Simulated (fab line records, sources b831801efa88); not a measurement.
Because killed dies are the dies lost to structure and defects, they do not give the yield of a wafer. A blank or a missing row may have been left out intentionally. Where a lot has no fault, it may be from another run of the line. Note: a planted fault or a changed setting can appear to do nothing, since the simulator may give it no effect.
Matching of chambers :: flow gf180mcu :: GF_V3_CVD_02 on pecvd-04: 3 sister chambers
The step deposits SiO2 from TEOS, target thk 850 nm, time 94.851 s. 16 wafers are shown with their chamber, then 8 later ones without.

== EACH WAFER AND ITS CHAMBER ==
wafer: L981.2
chamber: 0
heaterPowerW (W): 803

wafer: L981.3
chamber: 1
heaterPowerW (W): 589

wafer: L981.6
chamber: 1
heaterPowerW (W): 627

wafer: L982.1
chamber: 2
heaterPowerW (W): 681

wafer: L982.4
chamber: 2
heaterPowerW (W): 722

wafer: L982.6
chamber: 1
heaterPowerW (W): 495

wafer: L993.1
chamber: 2
heaterPowerW (W): 741

wafer: L993.3
chamber: 0
heaterPowerW (W): 762

wafer: L993.5
chamber: 2
heaterPowerW (W): 580

wafer: L995.4
chamber: 1
heaterPowerW (W): 616

wafer: L995.5
chamber: 2
heaterPowerW (W): 699

wafer: L995.6
chamber: 0
heaterPowerW (W): 751

wafer: L997.1
chamber: 2
heaterPowerW (W): 649

wafer: L997.4
chamber: 2
heaterPowerW (W): 680

wafer: L997.5
chamber: 1
heaterPowerW (W): 503

wafer: L100.3
chamber: 0
heaterPowerW (W): 740

SIGNATURES (means of the wafers above)
reading: heaterPowerW
chamber 0: 764.00
chamber 1: 566.00
chamber 2: 678.86
scatter within a chamber: 51.8
Rule: for each reading, subtract the chamber's mean from the wafer's reading, divide by that reading's scatter and square the result; add these up over the readings and take the root, which gives the wafer's distance from the chamber. The wafer belongs to the nearest chamber; if the next one is less than 2 further off, it can't be placed. The scatter: take each reading less its chamber's mean, square it, sum over the shown wafers, divide by the number of wafers less the number of chambers, and take the root.

== WAFERS WHOSE CHAMBER IS MISSING ==
wafer: L100.4
heaterPowerW (W): 668

wafer: L100.5
heaterPowerW (W): 809

wafer: L101.1
heaterPowerW (W): 635

wafer: L101.5
heaterPowerW (W): 493

wafer: L101.6
heaterPowerW (W): 598

wafer: L103.2
heaterPowerW (W): 663

wafer: L103.4
heaterPowerW (W): 693

wafer: L103.5
heaterPowerW (W): 573

== CHAMBER TAKEN BY EACH ==
wafer: L100.4
from the rows above: can't be placed: 2 or 0 or 1
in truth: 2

wafer: L100.5
from the rows above: can't be placed: 0 or 2
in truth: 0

wafer: L101.1
from the rows above: can't be placed: 2 or 1 or 0
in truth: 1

wafer: L101.5
from the rows above: 1
in truth: 1

wafer: L101.6
from the rows above: can't be placed: 1 or 2
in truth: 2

wafer: L103.2
from the rows above: can't be placed: 2 or 1 or 0
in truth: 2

wafer: L103.4
from the rows above: can't be placed: 2 or 0
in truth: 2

wafer: L103.5
from the rows above: can't be placed: 1 or 2
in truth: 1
Correctly placed: 1 of 8. These rows do not allow placing 7 (true chamber among the candidates in 7). Placed wrongly: 0.
